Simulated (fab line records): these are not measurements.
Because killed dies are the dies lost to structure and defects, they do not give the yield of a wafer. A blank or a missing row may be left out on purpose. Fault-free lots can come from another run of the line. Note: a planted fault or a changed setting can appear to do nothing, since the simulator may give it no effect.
2 desks, one fault || flow gf180mcu || each desk has only its own numbers; what lay behind them comes last

== FROM THE METROLOGY DESK ==
What the gauges read for every lot (on any tool): the sampled wafers with a number, averaged. If a lot's mean is further than 4 standard deviations from the usual mean, the lot is out of limits and carries the mark OUT (the distance appears in the brackets).
Columns: A = CONTACT_W_RS at GF_CONTACT_RS_MEAS_25, usual 0.381 ohm/sq; B = CONTACT_W_THK at GF_CONTACT_THK_MEAS_26, usual 319 nm
{"lot": "L548", "first seen here": "day 16 10:00", "A": 0.382, "B": 317}
{"lot": "L549", "first seen here": "day 17 06:07", "A": 0.385, "B": 319}
{"lot": "L561", "first seen here": "day 21 21:08", "A": 0.386, "B": 313}
{"lot": "L569", "first seen here": "day 23 22:04", "A": 0.384, "B": 312}
{"lot": "L570", "first seen here": "day 24 01:31", "A": 0.380, "B": 318}
This desk's verdict: no lot among the 5 shows anything out of limits.

== FOR THE TOOL OWNER'S DESK: pvd-sputter-02 ==
At GF_M1_SPUTTER_01 (material TiN, target thk 30 nm, time 25 s) the tool's own readings: per lot run on this tool, the mean of the sampled wafers that have a number. If a lot's mean is further than 4 standard deviations from the usual mean, the lot is out of limits and carries the mark OUT (the distance appears in the brackets).
Columns: A = cathode-dc-power-W at GF_M1_SPUTTER_01, usual 6500.1 W; B = throttle-valve-pct at GF_M1_SPUTTER_01, usual 30.0 %
{"lot": "L549", "first seen here": "day 17 06:42", "A": 6499.5, "B": 29.3}
{"lot": "L561", "first seen here": "day 21 21:40", "A": "6444.6 (-46) OUT", "B": 30.0}
This desk's finding: out of limits on L561; first on L561, day 21 21:40 (cathode-dc-power-W at GF_M1_SPUTTER_01). Within limits: L549.

== ALL TOGETHER ==
The tool owner's desk could have raised an alarm at day 21 21:40, on L561.
The metrology desk saw nothing out of limits.
The metrology desk holds a record of L561, inside its limits.
All the named lots went through GF_M1_SPUTTER_01 on pvd-sputter-02.

== WHAT HAD BEEN PUT IN BY THE SIMULATOR ==
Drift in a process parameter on pvd-sputter-02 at GF_M1_SPUTTER_01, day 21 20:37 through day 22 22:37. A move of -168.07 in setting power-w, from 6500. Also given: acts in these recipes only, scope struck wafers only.
Shown lots that were struck: L561.
Each desk's first reading out of limits, in hours after the fault started: the tool owner's desk, 1.
